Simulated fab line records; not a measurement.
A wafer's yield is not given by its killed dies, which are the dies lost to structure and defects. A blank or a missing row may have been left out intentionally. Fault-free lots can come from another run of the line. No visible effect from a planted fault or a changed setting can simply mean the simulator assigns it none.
fab line records -- flow gf180mcu -- part 1 of 2: steps 1 to 21 of 31
record lots=5, wafers=15, last_day=34
route steps=602 shown MIM@519 M5@526 V5@540
lots that met no fault: from a run of the same line without faults
start_h: the number of hours between the record's first day and the start of the first shown wafer of the lot -- wait_h: hours from the lot's prior step to this one -- " unchanged from the row above -- L1.1+2: several wafers, shown together as one row -- - either no value or no given start -- * or withheld: withheld -- < > ~ a bound
route shown NAME@n: NAME is a module with steps in the file, n the number in the route of the first one -- usual: average and standard deviation across the fault-free wafers -- same: alike in all rows -- chamber/n: place in a boat -- sites: readings site by site -- _std_site: standard deviation across them -- _edge_site: mean of outer sites minus mean of inner sites -- radius_mm: how far each site lies from the wafer's centre -- mask NAME#n: copy n -- behind: the most recent tool/chamber to have shaped the wafer -- hold: the reason the lot was held/the length of the hold in hours/how it ended -- device: whichever transistor did not switch (one of n, p or np) -- end of line: the route-end tests of the same wafers -- where a step has no rows: the recipe by itself -- killed: count of dies lost to structure and defects at first sort (not the wafer's yield) -- map: per-die view of a wafer (x killed, . not killed, _ where there is no die)
set.NAME: the run value of the setting; set.NAME@STEP: its run value at that earlier step -- model.NAME: the simulator's own value behind a step, which no gauge read
lots seen at some steps along the route; tables by step, rows by wafer
services: a tool's chamber out of use, with start hour (start_h, from the record's first day; less than 0 if before it), hours out, and reason
## steps
# step GF_MIM_EXPOSE_16
# recipe mask_id=FuseTop, target_cd_nm=2000, na=0.6, source_shape=conventional, sigma_outer=0.6, dose_mj=140
# usual reticle_temp_C=23.02/0.1
# same na=0.6
lot.wafer,tool,chamber,start_h,wait_h,mask,reticle_temp_C
L078.1,iline_stepper-02,0,-,-,FuseTop#0,22.94
L078.4,iline_stepper-02,0,-,-,FuseTop#0,23.01
L078.5,iline_stepper-02,0,-,-,FuseTop#0,22.77
L080.1,iline_stepper-01,0,-,-,FuseTop#0,22.88
L080.2,iline_stepper-01,0,-,-,FuseTop#0,22.97
L080.3,iline_stepper-01,0,-,-,FuseTop#0,22.91
L082.3,iline_stepper-01,0,-,-,FuseTop#0,23.09
L082.4,iline_stepper-01,0,-,-,FuseTop#0,23.06
L082.5,iline_stepper-01,0,-,-,FuseTop#0,22.78
L084.1,iline_stepper-02,0,-,-,FuseTop#0,23.06
L084.2,iline_stepper-02,0,-,-,FuseTop#0,22.98
L084.3,iline_stepper-02,0,-,-,FuseTop#0,22.90
L095.2,iline_stepper-02,0,-,-,FuseTop#0,22.98
L095.3,iline_stepper-02,0,-,-,FuseTop#0,23.11
L095.4,iline_stepper-02,0,-,-,FuseTop#0,22.95
# step GF_MIM_PEB_17
# recipe temp_c=withheld, time_s=*, resist=NOVOLAK
# usual exhaust_pa=44.9/0.87
lot.wafer,tool,chamber,start_h,wait_h,exhaust_pa
L078.1,litho_track-02,0,-,-,45.5
L078.4,litho_track-02,0,-,-,43.8
L078.5,litho_track-02,0,-,-,44.2
L080.1,litho_track-02,0,-,-,45.8
L080.2,litho_track-02,0,-,-,45.5
L080.3,litho_track-02,0,-,-,45.5
L082.3,litho_track-02,0,-,-,44.5
L082.4,litho_track-02,0,-,-,44.8
L082.5,litho_track-02,0,-,-,45.4
L084.1,litho_track-01,0,-,-,45.0
L084.2,litho_track-01,0,-,-,45.0
L084.3,litho_track-01,0,-,-,43.6
L095.2,litho_track-02,0,-,-,44.8
L095.3,litho_track-02,0,-,-,44.4
L095.4,litho_track-02,0,-,-,44.2
# step GF_MIM_DEVELOP_18
# recipe develop_time_s=60, dev_temp_c=23
# usual exhaust_pa=44.9/0.83
lot.wafer,tool,chamber,start_h,wait_h,exhaust_pa
L078.1,litho_track-02,0,614.41,0.1,44.4
L078.4,litho_track-02,0,614.41,0.1,44.5
L078.5,litho_track-02,0,614.41,0.1,45.9
L080.1,litho_track-02,0,632.71,0.1,44.7
L080.2,litho_track-02,0,632.71,0.1,46.3
L080.3,litho_track-02,0,632.71,0.1,44.9
L082.3,litho_track-02,0,648.06,0.1,43.1
L082.4,litho_track-02,0,648.06,0.1,44.7
L082.5,litho_track-02,0,648.06,0.1,44.9
L084.1,litho_track-01,0,663.03,0.1,46.4
L084.2,litho_track-01,0,663.03,0.1,45.4
L084.3,litho_track-01,0,663.03,0.1,44.8
L095.2,litho_track-02,0,735.49,0.1,45.1
L095.3,litho_track-02,0,735.49,0.1,44.8
L095.4,litho_track-02,0,735.49,0.1,43.9
# step GF_MIM_METAL_ETCH_19
# recipe chemistry=Cl2/BCl3, mask_material=NOVOLAK, stop_on=Si3N4, target_depth_nm=324.5, pressure_mtorr=8, icp_w=800, bias_w=140, Cl2_flow_sccm=80, bcl3_flow_sccm=40, time_s=54.1
# usual bcl3_flow_sccm=40.00/0.12, chamber_pressure_mTorr=8.000/0.0093, drypump_motor_current_A=5.8/0.31, oes_product_au=0.943/0.007, throttle_valve_pct=28.281/0.012
lot.wafer,tool,chamber,start_h,wait_h,bcl3_flow_sccm,chamber_pressure_mTorr,drypump_motor_current_A,oes_product_au,rf_hours_counter_h,throttle_valve_pct
L078.1,rie_metal-01,0,614.56,0.1,39.83,8.012,5.9,0.950,4,28.283
L078.4,rie_metal-01,1,614.56,0.1,39.84,8.000,5.5,0.947,-,28.290
L078.5,rie_metal-01,0,614.56,0.1,39.90,7.991,5.9,0.955,-,28.272
L080.1,rie_metal-04,1,632.86,0.1,40.10,7.996,6.1,0.953,11,28.309
L080.2,rie_metal-04,1,632.86,0.1,40.00,8.000,6.1,0.948,-,28.261
L080.3,rie_metal-04,1,632.86,0.1,40.10,8.003,6.1,0.940,-,28.298
L082.3,rie_metal-03,1,648.19,0.1,40.16,7.997,6.0,0.932,-,28.270
L082.4,rie_metal-03,0,648.19,0.1,39.96,8.008,5.3,0.942,-,28.292
L082.5,rie_metal-03,0,648.19,0.1,39.93,8.019,5.3,0.935,-,28.276
L084.1,rie_metal-01,1,663.18,0.1,39.99,7.999,5.5,0.939,11,28.270
L084.2,rie_metal-01,0,663.18,0.1,40.04,8.007,6.0,0.942,5,28.276
L084.3,rie_metal-01,1,663.18,0.1,40.06,8.008,5.5,0.952,-,28.268
L095.2,rie_metal-01,0,735.61,0.1,39.96,8.002,5.9,0.949,8,28.278
L095.3,rie_metal-01,1,735.61,0.1,39.98,8.000,5.5,0.948,-,28.261
L095.4,rie_metal-01,0,735.61,0.1,39.84,7.985,6.0,0.943,-,28.287
# step GF_MIM_STRIP_20
# recipe chemistry=O2/N2, power_w=1400, pressure_mtorr=1500, platen_temp_c=250, o2_flow_sccm=3000, n2_flow_sccm=300, overash_fraction=0.5
# usual chamber_pressure_mTorr=1500.0/1.4, drypump_motor_current_A=6.0/0.55, heater_power_w=350/29, n2_flow_sccm=300.1/0.95, o2_flow_sccm=3000/9.2, oes_product_au=0.691/0.0048, platen_temp_c=250.04/0.19, strip_time_to_endpoint_s=11.20/0.04
lot.wafer,tool,chamber,start_h,wait_h,chamber_pressure_mTorr,drypump_motor_current_A,heater_power_w,n2_flow_sccm,o2_flow_sccm,oes_product_au,platen_temp_c,rf_hours_counter_h,strip_time_to_endpoint_s
L078.1,plasma_asher-03,0,614.63,0.0,1500.6,6.3,352,301.7,2992,0.694,249.83,83,11.18
L078.4,plasma_asher-03,1,614.63,0.0,1500.1,6.7,382,300.0,2988,0.687,250.19,-,11.22
L078.5,plasma_asher-03,1,614.63,0.0,1499.2,6.7,377,299.9,2994,0.685,250.55,-,11.15
L080.1,plasma_asher-03,0,633.00,0.1,1498.0,6.3,348,301.3,3000,0.693,249.85,85,11.27
L080.2,plasma_asher-03,1,633.00,0.1,1498.2,6.7,369,300.0,2996,0.698,250.15,85,11.23
L080.3,plasma_asher-03,1,633.00,0.1,1504.0,6.7,382,301.2,2993,0.689,250.11,-,11.20
L082.3,plasma_asher-01,1,648.27,0.1,1501.1,5.2,381,301.7,2994,0.691,250.41,-,11.23
L082.4,plasma_asher-01,0,648.27,0.1,1500.1,5.5,320,300.5,3000,0.689,249.97,-,11.23
L082.5,plasma_asher-01,0,648.27,0.1,1500.2,5.5,321,301.1,3004,0.690,250.17,-,11.20
L084.1,plasma_asher-04,0,663.25,0.0,1499.1,6.0,358,299.5,2992,0.696,250.27,111,11.24
L084.2,plasma_asher-04,1,663.25,0.0,1498.7,5.3,295,300.3,3000,0.691,249.88,111,11.22
L084.3,plasma_asher-04,0,663.25,0.0,1501.7,6.0,368,300.4,2999,0.696,250.20,-,11.22
L095.2,plasma_asher-03,1,735.68,0.0,1499.6,6.7,379,300.4,2987,0.694,250.03,95,11.18
L095.3,plasma_asher-03,1,735.68,0.0,1497.1,6.7,369,299.9,2991,0.695,249.90,-,11.16
L095.4,plasma_asher-03,0,735.68,0.0,1501.2,6.3,349,300.0,2994,0.688,249.76,-,11.15
# step GF_MIM_STRIP_21
# recipe chemistry=post_etch_residue_remover, time_s=1200, temp_c=72.5
lot.wafer,tool,chamber,start_h,wait_h
L078.1+4+5,wet_bench-01,3,614.73,0.1
L080.1+2+3,wet_bench-03,1,633.10,0.1
L082.3+4+5,wet_bench-03,1,648.33,0.0
L084.1+2+3,wet_bench-03,3,663.35,0.1
L095.2+3+4,wet_bench-04,2,735.78,0.1
# step GF_MIM_CLEAN_22
# recipe chemistry=DIW, dry=n2_spin
lot.wafer,tool,chamber,start_h,wait_h
L078.1+4+5,wet_bench-03,2,615.11,0.0
L080.1+2+3,wet_bench-01,3,633.48,0.0
L082.3+4+5,wet_bench-01,3,648.68,0.0
L084.1+2+3,wet_bench-04,2,663.72,0.0
L095.2+3+4,wet_bench-03,2,736.12,0.0
# step GF_M5_DEHYDRATE_00
# recipe temp_c=200, time_s=60
# usual exhaust_pa=45.0/0.8
lot.wafer,tool,chamber,start_h,wait_h,exhaust_pa
L078.1,litho_track-02,0,624.26,9.1,43.9
L078.4,litho_track-02,0,624.26,9.1,45.6
L078.5,litho_track-02,0,624.26,9.1,46.5
L080.1,litho_track-03,0,642.51,8.9,44.5
L080.2,litho_track-03,0,642.51,8.9,44.5
L080.3,litho_track-03,0,642.51,8.9,43.4
L082.3,litho_track-03,0,657.36,8.6,46.2
L082.4,litho_track-03,0,657.36,8.6,46.2
L082.5,litho_track-03,0,657.36,8.6,44.8
L084.1,litho_track-02,0,673.06,9.3,45.9
L084.2,litho_track-02,0,673.06,9.3,45.4
L084.3,litho_track-02,0,673.06,9.3,46.3
L095.2,litho_track-01,0,743.60,7.4,45.4
L095.3,litho_track-01,0,743.60,7.4,45.7
L095.4,litho_track-01,0,743.60,7.4,45.8
# step GF_M5_HMDS_01
# recipe prime_time_s=60, prime_temp_c=120
# usual exhaust_pa=45.1/0.94
lot.wafer,tool,chamber,start_h,wait_h,exhaust_pa
L078.1,litho_track-02,0,624.41,0.1,44.3
L078.4,litho_track-02,0,624.41,0.1,46.0
L078.5,litho_track-02,0,624.41,0.1,45.0
L080.1,litho_track-03,0,642.66,0.1,43.3
L080.2,litho_track-03,0,642.66,0.1,43.8
L080.3,litho_track-03,0,642.66,0.1,44.3
L082.3,litho_track-03,0,657.51,0.1,43.8
L082.4,litho_track-03,0,657.51,0.1,44.7
L082.5,litho_track-03,0,657.51,0.1,45.5
L084.1,litho_track-02,0,673.21,0.1,44.2
L084.2,litho_track-02,0,673.21,0.1,43.9
L084.3,litho_track-02,0,673.21,0.1,44.4
L095.2,litho_track-01,0,743.75,0.1,45.6
L095.3,litho_track-01,0,743.75,0.1,46.7
L095.4,litho_track-01,0,743.75,0.1,45.2
# step GF_M5_COAT_02
# recipe resist=KrF, spin_rpm=withheld, resist_thk_nm=1000
# usual dispense_pressure_kPa=45.4/2.5, exhaust_pa=45.3/0.95
lot.wafer,tool,chamber,start_h,wait_h,dispense_pressure_kPa,exhaust_pa
L078.1,litho_track-02,0,624.56,0.1,42.9,45.7
L078.4,litho_track-02,0,624.56,0.1,43.0,44.6
L078.5,litho_track-02,0,624.56,0.1,43.0,46.0
L080.1,litho_track-03,0,642.81,0.1,48.2,45.8
L080.2,litho_track-03,0,642.81,0.1,48.1,46.2
L080.3,litho_track-03,0,642.81,0.1,48.1,44.2
L082.3,litho_track-03,0,657.66,0.1,48.1,43.6
L082.4,litho_track-03,0,657.66,0.1,48.1,44.0
L082.5,litho_track-03,0,657.66,0.1,48.1,45.0
L084.1,litho_track-02,0,673.36,0.1,43.0,45.7
L084.2,litho_track-02,0,673.36,0.1,43.0,46.1
L084.3,litho_track-02,0,673.36,0.1,43.0,45.8
L095.2,litho_track-01,0,743.90,0.1,43.6,44.8
L095.3,litho_track-01,0,743.90,0.1,43.6,45.6
L095.4,litho_track-01,0,743.90,0.1,43.5,44.9
# step GF_M5_SOFTBAKE_03
# recipe temp_c=130, time_s=60, resist=KrF
# usual exhaust_pa=45.0/0.77
lot.wafer,tool,chamber,start_h,wait_h,exhaust_pa
L078.1,litho_track-02,0,624.71,0.1,45.4
L078.4,litho_track-02,0,624.71,0.1,44.9
L078.5,litho_track-02,0,624.71,0.1,44.5
L080.1,litho_track-03,0,642.96,0.1,46.1
L080.2,litho_track-03,0,642.96,0.1,44.8
L080.3,litho_track-03,0,642.96,0.1,45.2
L082.3,litho_track-03,0,657.81,0.1,45.1
L082.4,litho_track-03,0,657.81,0.1,44.8
L082.5,litho_track-03,0,657.81,0.1,44.1
L084.1,litho_track-02,0,673.51,0.1,44.1
L084.2,litho_track-02,0,673.51,0.1,45.4
L084.3,litho_track-02,0,673.51,0.1,43.8
L095.2,litho_track-01,0,744.05,0.1,46.1
L095.3,litho_track-01,0,744.05,0.1,45.3
L095.4,litho_track-01,0,744.05,0.1,43.9
# step GF_M5_EXPOSE_04
# recipe mask_id=Metal5, target_cd_nm=280, na=0.68, source_shape=conventional, sigma_outer=0.6, dose_mj=28
# usual reticle_temp_C=23.02/0.1
# same na=0.68
lot.wafer,tool,chamber,start_h,wait_h,mask,reticle_temp_C
L078.1,krf_scanner-02,0,-,-,Metal5#0,23.01
L078.4,krf_scanner-02,0,-,-,Metal5#0,22.99
L078.5,krf_scanner-02,0,-,-,Metal5#0,22.95
L080.1,krf_scanner-01,0,-,-,Metal5#0,23.00
L080.2,krf_scanner-01,0,-,-,Metal5#0,23.08
L080.3,krf_scanner-01,0,-,-,Metal5#0,22.98
L082.3,krf_scanner-02,0,-,-,Metal5#0,22.83
L082.4,krf_scanner-02,0,-,-,Metal5#0,22.78
L082.5,krf_scanner-02,0,-,-,Metal5#0,22.77
L084.1,krf_scanner-01,0,-,-,Metal5#0,23.01
L084.2,krf_scanner-01,0,-,-,Metal5#0,22.99
L084.3,krf_scanner-01,0,-,-,Metal5#0,22.95
L095.2,krf_scanner-02,0,-,-,Metal5#0,23.10
L095.3,krf_scanner-02,0,-,-,Metal5#0,23.06
L095.4,krf_scanner-02,0,-,-,Metal5#0,22.97
# step GF_M5_PEB_05
# recipe peb_temp_c=135, peb_time_s=90, resist=KrF
# usual exhaust_pa=45.1/0.82
lot.wafer,tool,chamber,start_h,wait_h,exhaust_pa
L078.1,litho_track-03,0,-,-,45.2
L078.4,litho_track-03,0,-,-,46.2
L078.5,litho_track-03,0,-,-,45.6
L080.1,litho_track-02,0,-,-,43.7
L080.2,litho_track-02,0,-,-,45.1
L080.3,litho_track-02,0,-,-,43.5
L082.3,litho_track-02,0,-,-,45.9
L082.4,litho_track-02,0,-,-,43.7
L082.5,litho_track-02,0,-,-,44.8
L084.1,litho_track-02,0,-,-,45.5
L084.2,litho_track-02,0,-,-,45.6
L084.3,litho_track-02,0,-,-,45.0
L095.2,litho_track-02,0,-,-,46.6
L095.3,litho_track-02,0,-,-,45.0
L095.4,litho_track-02,0,-,-,46.1
# step GF_M5_DEVELOP_06
# recipe develop_time_s=60, dev_temp_c=21
# usual exhaust_pa=45.1/0.91
lot.wafer,tool,chamber,start_h,wait_h,exhaust_pa
L078.1,litho_track-03,0,634.06,0.2,43.6
L078.4,litho_track-03,0,634.06,0.2,45.0
L078.5,litho_track-03,0,634.06,0.2,45.5
L080.1,litho_track-02,0,652.71,0.2,43.7
L080.2,litho_track-02,0,652.71,0.2,46.0
L080.3,litho_track-02,0,652.71,0.2,45.4
L082.3,litho_track-02,0,667.56,0.1,46.0
L082.4,litho_track-02,0,667.56,0.1,45.2
L082.5,litho_track-02,0,667.56,0.1,45.3
L084.1,litho_track-02,0,681.96,0.2,44.8
L084.2,litho_track-02,0,681.96,0.2,44.7
L084.3,litho_track-02,0,681.96,0.2,44.2
L095.2,litho_track-02,0,752.44,0.2,44.5
L095.3,litho_track-02,0,752.44,0.2,44.5
L095.4,litho_track-02,0,752.44,0.2,44.3
# step GF_M5_CD_MEAS_07
# recipe target_cd_nm=280
# usual cd_nm=280.1/1.2
lot.wafer,tool,chamber,start_h,wait_h,cd_nm
L078.1,cd_sem-02,-,634.21,0.1,278.8
L078.4,cd_sem-02,-,634.21,0.1,279.0
L078.5,cd_sem-02,-,634.21,0.1,279.9
L080.1,cd_sem-01,-,652.86,0.1,279.8
L080.2,cd_sem-01,-,652.86,0.1,280.2
L080.3,cd_sem-01,-,652.86,0.1,279.2
L082.3,cd_sem-01,-,667.70,0.1,278.5
L082.4,cd_sem-01,-,667.70,0.1,279.8
L082.5,cd_sem-01,-,667.70,0.1,279.1
L084.1,cd_sem-01,-,682.11,0.1,279.8
L084.2,cd_sem-01,-,682.11,0.1,281.3
L084.3,cd_sem-01,-,682.11,0.1,279.7
L095.2,cd_sem-01,-,752.58,0.1,278.1
L095.3,cd_sem-01,-,752.58,0.1,278.1
L095.4,cd_sem-01,-,752.58,0.1,277.3
# step GF_M5_OVL_MEAS_08
# usual M5_OVL=-3/5.8
lot.wafer,tool,chamber,start_h,wait_h,M5_OVL[nm]
L078.1,overlay-01,-,634.33,0.1,-1
L078.4,overlay-01,-,634.33,0.1,-1
L078.5,overlay-01,-,634.33,0.1,1
L080.1,overlay-01,-,652.98,0.1,1
L080.2,overlay-01,-,652.98,0.1,0
L080.3,overlay-01,-,652.98,0.1,-6
L082.3,overlay-01,-,667.79,0.1,-9
L082.4,overlay-01,-,667.79,0.1,-5
L082.5,overlay-01,-,667.79,0.1,-5
L084.1,overlay-01,-,682.23,0.1,-12
L084.2,overlay-01,-,682.23,0.1,-9
L084.3,overlay-01,-,682.23,0.1,1
L095.2,overlay-01,-,752.69,0.1,-10
L095.3,overlay-01,-,752.69,0.1,-8
L095.4,overlay-01,-,752.69,0.1,1
# step GF_M5_ETCH_09
# recipe chemistry=CF4/O2, target=Si3N4, target_depth_nm=52, source_w=800, bias_w=150, pressure_mtorr=150, cf4_flow_sccm=80, O2_flow_sccm=10, time_s=11.6
# usual chamber_pressure_mTorr=150.02/0.14, drypump_motor_current_A=5.97/0.21, oes_product_au=1.001/0.0094, throttle_valve_pct=5.972/0.01
lot.wafer,tool,chamber,start_h,wait_h,chamber_pressure_mTorr,drypump_motor_current_A,oes_product_au,rf_hours_counter_h,throttle_valve_pct
L078.1,rie_diel-03,2,634.37,0.0,150.10,5.96,1.005,9,5.984
L078.4,rie_diel-03,0,634.37,0.0,150.15,5.90,1.017,19,5.974
L078.5,rie_diel-03,2,634.37,0.0,150.01,5.97,1.005,-,5.988
L080.1,rie_diel-04,2,653.02,0.0,149.98,5.36,1.003,44,5.974
L080.2,rie_diel-04,0,653.02,0.0,150.33,6.00,0.994,11,5.978
L080.3,rie_diel-04,3,653.02,0.0,150.02,5.41,1.018,4,5.980
L082.3,rie_diel-03,3,667.82,0.0,149.97,6.28,1.004,22,5.982
L082.4,rie_diel-03,0,667.82,0.0,150.27,5.89,1.017,20,5.963
L082.5,rie_diel-03,3,667.82,0.0,150.08,6.30,1.002,-,5.979
L084.1,rie_diel-03,2,682.27,0.0,149.92,5.96,1.011,10,5.986
L084.2,rie_diel-03,0,682.27,0.0,150.02,5.87,1.018,21,5.968
L084.3,rie_diel-03,1,682.27,0.0,150.10,6.01,0.992,15,5.966
L095.2,rie_diel-03,2,752.72,0.0,150.41,5.97,0.999,13,5.964
L095.3,rie_diel-03,0,752.72,0.0,149.84,5.89,1.015,24,5.980
L095.4,rie_diel-03,1,752.72,0.0,150.06,6.01,0.997,18,5.976
# step GF_M5_METAL_ETCH_10
# recipe chemistry=Cl2/BCl3, mask_material=KrF, target_depth_nm=750.8, stop_on=SiO2, pressure_mtorr=8, icp_w=800, bias_w=140, Cl2_flow_sccm=80, bcl3_flow_sccm=40, time_s=125.1
# usual bcl3_flow_sccm=40.00/0.12, chamber_pressure_mTorr=8.000/0.0074, drypump_motor_current_A=5.7/0.3, oes_product_au=0.993/0.0061, throttle_valve_pct=28.228/0.0094
lot.wafer,tool,chamber,start_h,wait_h,bcl3_flow_sccm,chamber_pressure_mTorr,drypump_motor_current_A,oes_product_au,rf_hours_counter_h,throttle_valve_pct
L078.1,rie_metal-02,1,634.39,0.0,39.87,7.994,5.6,0.994,2,28.224
L078.4,rie_metal-02,0,634.39,0.0,39.99,8.001,5.2,0.988,-,28.235
L078.5,rie_metal-02,1,634.39,0.0,39.87,7.995,5.6,0.995,-,28.207
L080.1,rie_metal-04,1,653.04,0.0,39.94,8.006,6.1,0.995,13,28.235
L080.2,rie_metal-04,1,653.04,0.0,40.02,8.001,6.1,1.001,-,28.237
L080.3,rie_metal-04,1,653.04,0.0,40.09,8.003,6.1,0.998,-,28.230
L082.3,rie_metal-01,1,667.89,0.1,40.20,8.005,5.5,0.987,-,28.225
L082.4,rie_metal-01,0,667.89,0.1,40.01,8.002,5.9,0.982,-,28.219
L082.5,rie_metal-01,1,667.89,0.1,40.04,7.998,5.5,0.989,-,28.225
L084.1,rie_metal-01,0,682.29,0.0,40.16,7.990,6.0,0.982,6,28.239
L084.2,rie_metal-01,1,682.29,0.0,39.88,7.998,5.5,0.993,11,28.219
L084.3,rie_metal-01,0,682.29,0.0,40.23,8.014,6.0,0.983,-,28.241
L095.2,rie_metal-02,0,752.74,0.0,40.00,7.993,5.2,0.984,1,28.253
L095.3,rie_metal-02,1,752.74,0.0,39.87,7.990,5.6,0.992,-,28.226
L095.4,rie_metal-02,0,752.74,0.0,39.99,8.000,5.2,0.985,-,28.232
# step GF_M5_STRIP_11
# recipe chemistry=O2/N2, power_w=1400, pressure_mtorr=1500, platen_temp_c=250, o2_flow_sccm=3000, n2_flow_sccm=300, overash_fraction=0.5
# usual chamber_pressure_mTorr=1499.8/1.4, drypump_motor_current_A=5.9/0.53, heater_power_w=357/29, n2_flow_sccm=300.0/0.87, o2_flow_sccm=3001/8.7, oes_product_au=0.522/0.0051, platen_temp_c=250.00/0.2, strip_time_to_endpoint_s=7.03/0.049
lot.wafer,tool,chamber,start_h,wait_h,chamber_pressure_mTorr,drypump_motor_current_A,heater_power_w,n2_flow_sccm,o2_flow_sccm,oes_product_au,platen_temp_c,rf_hours_counter_h,strip_time_to_endpoint_s
L078.1,plasma_asher-01,0,634.52,0.1,1498.1,5.5,322,299.9,2997,0.522,249.88,50,6.99
L078.4,plasma_asher-01,0,634.52,0.1,1498.5,5.6,310,298.7,3007,0.515,249.89,-,7.05
L078.5,plasma_asher-01,1,634.52,0.1,1500.9,5.2,383,299.8,3013,0.518,249.90,-,6.97
L080.1,plasma_asher-03,0,653.30,0.2,1500.1,6.3,342,300.1,3004,0.521,250.09,87,7.03
L080.2,plasma_asher-03,1,653.30,0.2,1501.8,6.7,370,298.6,2999,0.520,250.04,87,7.00
L080.3,plasma_asher-03,1,653.30,0.2,1501.1,6.7,377,300.2,2988,0.527,250.01,-,7.04
L082.3,plasma_asher-02,0,668.00,0.1,1499.2,5.6,307,300.2,2983,0.522,250.10,-,7.07
L082.4,plasma_asher-02,1,668.00,0.1,1498.6,5.5,403,301.0,2999,0.525,249.77,-,7.10
L082.5,plasma_asher-02,0,668.00,0.1,1501.8,5.6,321,299.7,2979,0.515,249.88,-,6.99
L084.1,plasma_asher-03,0,682.42,0.1,1500.8,6.3,350,300.9,2983,0.530,250.18,90,7.07
L084.2,plasma_asher-03,1,682.42,0.1,1501.3,6.7,376,299.5,3012,0.524,249.82,90,7.04
L084.3,plasma_asher-03,1,682.42,0.1,1498.3,6.7,371,299.3,3007,0.531,250.06,-,7.09
L095.2,plasma_asher-01,1,752.87,0.1,1498.5,5.2,385,298.7,2990,0.528,250.62,63,7.12
L095.3,plasma_asher-01,0,752.87,0.1,1500.0,5.6,321,299.8,3009,0.521,250.11,-,7.01
L095.4,plasma_asher-01,1,752.87,0.1,1502.3,5.2,359,298.0,3003,0.532,250.31,-,7.15
# step GF_M5_STRIP_12
# recipe chemistry=post_etch_residue_remover, time_s=1200, temp_c=72.5
lot.wafer,tool,chamber,start_h,wait_h
L078.1+4+5,wet_bench-01,1,634.62,0.1
L080.1+2+3,wet_bench-04,0,653.40,0.1
L082.3+4+5,wet_bench-04,2,668.07,0.0
L084.1+2+3,wet_bench-01,2,682.52,0.1
L095.2+3+4,wet_bench-02,3,752.97,0.1
# step GF_M5_CLEAN_13
# recipe chemistry=DIW, dry=n2_spin
lot.wafer,tool,chamber,start_h,wait_h
L078.1+4+5,wet_bench-04,0,634.96,0.0
L080.1+2+3,wet_bench-01,3,653.74,0.0
L082.3+4+5,wet_bench-01,3,668.41,0.0
L084.1+2+3,wet_bench-04,1,682.86,0.0
L095.2+3+4,wet_bench-04,3,753.31,0.0
